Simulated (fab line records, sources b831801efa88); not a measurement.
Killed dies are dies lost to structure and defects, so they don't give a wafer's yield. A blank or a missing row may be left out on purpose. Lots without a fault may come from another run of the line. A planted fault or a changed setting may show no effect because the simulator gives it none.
Which tool did it? | flow sky130 | 11 lots, 33 wafers sampled, at 6 steps of a route of 708

WHAT THE GAUGES READ, wafer by wafer
The record holds no reading of a measuring or inspecting step that can be judged against a usual standard deviation.

WHICH TOOL RAN EACH LOT (tool, then ch and the chambers of the sampled wafers, then the start)
lot  | SKY_METAL5_SPUTTER_00        | SKY_METAL5_METAL_ETCH_15          | SKY_METAL5_STRIP_16                  | SKY_PASSIVATION_CVD_00          | SKY_PASSIVATION_CVD_02          | SKY_PAD_OPEN_PROBE_99
L256 | pvd_sputter-01, day 43 06:41 | rie_metal-01 ch 0,1, day 44 05:49 | plasma_asher-02 ch 0,1, day 44 06:03 | pecvd-03 ch 0,1, day 44 06:38   | pecvd-04 ch 0,1,2, day 44 06:43 | -
L259 | pvd_sputter-02, day 43 21:58 | rie_metal-01 ch 0,1, day 44 20:02 | plasma_asher-01 ch 0,1, day 44 20:16 | pecvd-03 ch 0,1,2, day 44 20:52 | pecvd-01 ch 0,2, day 44 20:56   | -
L260 | pvd_sputter-03, day 44 03:46 | rie_metal-01 ch 0,1, day 45 02:08 | plasma_asher-04 ch 0,1, day 45 02:22 | pecvd-03 ch 0,2, day 45 02:59   | pecvd-01 ch 0,1,2, day 45 03:04 | -
L261 | pvd_sputter-01, day 44 23:14 | rie_metal-01 ch 0,1, day 45 20:10 | plasma_asher-04 ch 0,1, day 45 20:21 | pecvd-04 ch 0,1, day 45 21:01   | pecvd-01 ch 0,2, day 45 21:05   | -
L268 | pvd_sputter-02, day 46 09:26 | rie_metal-02 ch 0,1, day 47 05:53 | plasma_asher-02 ch 0,1, day 47 06:07 | pecvd-04 ch 0,1,2, day 47 06:43 | pecvd-03 ch 0,1, day 47 06:47   | prober-01, day 49 00:43
L271 | pvd_sputter-01, day 47 02:25 | rie_metal-02 ch 0,1, day 47 22:41 | plasma_asher-02 ch 0,1, day 47 22:55 | pecvd-04 ch 0,2, day 47 23:31   | pecvd-03 ch 0,1, day 47 23:35   | -
L272 | pvd_sputter-03, day 47 02:43 | rie_metal-03 ch 0,1, day 47 22:55 | plasma_asher-04 ch 0,1, day 47 23:06 | pecvd-01 ch 0,1,2, day 47 23:40 | pecvd-04 ch 0,1,2, day 47 23:51 | prober-01, day 49 15:28
L274 | pvd_sputter-02, day 47 21:15 | rie_metal-02 ch 0,1, day 48 15:58 | plasma_asher-04 ch 0,1, day 48 16:12 | pecvd-04 ch 1,2, day 48 16:47   | pecvd-01 ch 0,1,2, day 48 16:53 | -
L276 | pvd_sputter-03, day 48 05:52 | rie_metal-02 ch 1, day 49 00:29   | plasma_asher-01 ch 0,1, day 49 00:52 | pecvd-03 ch 0,2, day 49 01:40   | pecvd-01 ch 0,1,2, day 49 01:45 | -
L275 | pvd_sputter-01, day 48 07:29 | rie_metal-02 ch 1, day 49 02:30   | plasma_asher-02 ch 0,1, day 49 02:58 | pecvd-04 ch 0,1,2, day 49 04:04 | pecvd-03 ch 0,1,2, day 49 04:08 | -
L277 | pvd_sputter-03, day 48 16:46 | rie_metal-02 ch 1, day 49 10:14   | plasma_asher-01 ch 1, day 49 10:38   | pecvd-03 ch 1,2, day 49 11:40   | pecvd-01 ch 0,2, day 49 11:44   | -
- SKY_METAL5_SPUTTER_00: material Ti, target thk 15 nm, time 10 s.
- SKY_METAL5_METAL_ETCH_15: etches the open film in Cl2/BCl3, stops on SiO2, target depth 1260 nm, time 252 s.
- SKY_METAL5_STRIP_16: strips in O2/N2.
- SKY_PASSIVATION_CVD_00: deposits SiO2, target thk 90 nm.
- SKY_PASSIVATION_CVD_02: deposits Si3N4, target thk 540 nm.
- SKY_PAD_OPEN_PROBE_99

WHAT THE TOOLS THEMSELVES READ (means of the sampled wafers that have a number; where no wafer has one, the mark that the record gives instead)
SKY_METAL5_SPUTTER_00.
lot  | tool           | throttle_valve_pct (%)
L256 | pvd_sputter-01 | 30.5
L259 | pvd_sputter-02 | 29.1
L260 | pvd_sputter-03 | 28.6
L261 | pvd_sputter-01 | 29.9
L268 | pvd_sputter-02 | 29.5
L271 | pvd_sputter-01 | 29.7
L272 | pvd_sputter-03 | 28.7
L274 | pvd_sputter-02 | 29.7
L276 | pvd_sputter-03 | 30.2
L275 | pvd_sputter-01 | 29.8
L277 | pvd_sputter-03 | 30.2

SKY_METAL5_METAL_ETCH_15.
lot  | tool         | drypump_motor_current_A (A) | oes_product_au (a.u.) | throttle_valve_pct (%)
L256 | rie_metal-01 | 5.7                         | 0.895                 | 22.269
L259 | rie_metal-01 | 5.7                         | 0.899                 | 22.261
L260 | rie_metal-01 | 5.8                         | 0.847                 | 22.258
L261 | rie_metal-01 | 5.7                         | 0.871                 | 22.267
L268 | rie_metal-02 | 5.9                         | 0.892                 | 22.258
L271 | rie_metal-02 | 5.9                         | 0.891                 | 22.256
L272 | rie_metal-03 | 6.2                         | 0.889                 | 22.260
L274 | rie_metal-02 | 5.9                         | 0.896                 | 22.263
L276 | rie_metal-02 | 5.6                         | 0.889                 | 22.259
L275 | rie_metal-02 | 5.6                         | 0.901                 | 22.259
L277 | rie_metal-02 | 5.6                         | 0.893                 | 22.264

SKY_METAL5_STRIP_16.
lot  | tool            | drypump_motor_current_A (A) | n2_flow_sccm (sccm) | oes_product_au (a.u.) | strip_time_to_endpoint_s (s)
L256 | plasma_asher-02 | 5.2                         | 299.6               | 0.711                 | 13.11
L259 | plasma_asher-01 | 5.7                         | 300.7               | 0.709                 | 13.11
L260 | plasma_asher-04 | 5.7                         | 298.8               | 0.710                 | 12.22
L261 | plasma_asher-04 | 5.2                         | 300.3               | 0.712                 | 12.67
L268 | plasma_asher-02 | 5.1                         | 299.7               | 0.708                 | 12.97
L271 | plasma_asher-02 | 5.1                         | 299.2               | 0.713                 | 13.02
L272 | plasma_asher-04 | 5.7                         | 300.0               | 0.712                 | 12.95
L274 | plasma_asher-04 | 5.7                         | 300.0               | 0.710                 | 12.95
L276 | plasma_asher-01 | 5.7                         | 299.7               | 0.708                 | 13.21
L275 | plasma_asher-02 | 5.2                         | 300.2               | 0.709                 | 13.22
L277 | plasma_asher-01 | 5.3                         | 300.9               | 0.713                 | 13.27

SKY_PASSIVATION_CVD_00.
lot  | tool     | heater_power_w (W)
L256 | pecvd-03 | 579
L259 | pecvd-03 | 649
L260 | pecvd-03 | 586
L261 | pecvd-04 | 685
L268 | pecvd-04 | 608
L271 | pecvd-04 | 621
L272 | pecvd-01 | 651
L274 | pecvd-04 | 593
L276 | pecvd-03 | 616
L275 | pecvd-04 | 615
L277 | pecvd-03 | 745

SKY_PASSIVATION_CVD_02.
lot  | tool     | heater_power_w (W)
L256 | pecvd-04 | 635
L259 | pecvd-01 | 661
L260 | pecvd-01 | 691
L261 | pecvd-01 | 658
L268 | pecvd-03 | 685
L271 | pecvd-03 | 684
L272 | pecvd-04 | 701
L274 | pecvd-01 | 694
L276 | pecvd-01 | 708
L275 | pecvd-03 | 758
L277 | pecvd-01 | 724

SKY_PAD_OPEN_PROBE_99.
lot  | tool      | defect_limited_yield (%) | killed_at_M0_to_M3 | killed_at_M4_up | killed_at_contacts | killed_at_front_end | killed_at_other | killed_dies | killed_open | killed_short | sort_bin_3_pad_short (%) | sort_bin_5_function (%) | sort_bin_6_memory (%) | sort_n_pass | sort_yield_pct (%)
L268 | prober-01 | 83.7                     | 43                 | 3.0             | 23                 | 10                  | 1.0             | 80          | 44          | 36           | 0.7                      | 8.9                     | 6.8                   | 412         | 83.7
L272 | prober-01 | 82.3                     | 39                 | 2.7             | 26                 | 19                  | 0.3             | 87          | 48          | 39           | 1.1                      | 9.0                     | 7.5                   | 405         | 82.3

THE ANSWER, worked out from the rows above alone
Rule: what is usual is taken from the lots themselves. Put in order of their means at a reading, lots are off if they are a third of the lots or fewer, leave a main group of 4 or more, and stand apart from it by a gap of 3 or more times the standard deviation of the main group's means; of several such gaps the widest counts. A main group whose means are all the same, to the digits that the tables above print for the reading, isn't used. A lot without any number at a reading at which 4 lots or more have one is off too. The other lots that the step has rows for count as sound. The gauges are gone through in route order, then the tools' own readings, and for those a lot's mean is taken as printed above. The first step at which some lot is off is used, and at that step the reading that is off furthest; a lot without a number counts as furthest.
Off: L260, L261, at SKY_METAL5_METAL_ETCH_15 (oes_product_au). The main group: mean 0.894 a.u., standard deviation 0.004.
A tool fits if, at that step or a process step before it, it ran every lot that is off, and no sound lot after the first of them. One fits: rie_metal-01 at SKY_METAL5_METAL_ETCH_15. Its last sound lot is L259 (day 44 20:02), its first lot that is off L260 (day 45 02:08): a fault that began between those two fits.
The tool's own readings at SKY_METAL5_METAL_ETCH_15 bear it out: on the lots that are off they differ by more than 5 times the standard deviation of the sound lots' means. oes_product_au reads 0.859 a.u. there against 0.894 a.u. on the sound lots.

WHAT THE SIMULATOR HAD PUT IN
Process parameter drift: rie_metal-01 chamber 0, from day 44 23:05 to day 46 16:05, at SKY_METAL5_METAL_ETCH_15. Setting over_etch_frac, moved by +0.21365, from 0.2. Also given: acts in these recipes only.
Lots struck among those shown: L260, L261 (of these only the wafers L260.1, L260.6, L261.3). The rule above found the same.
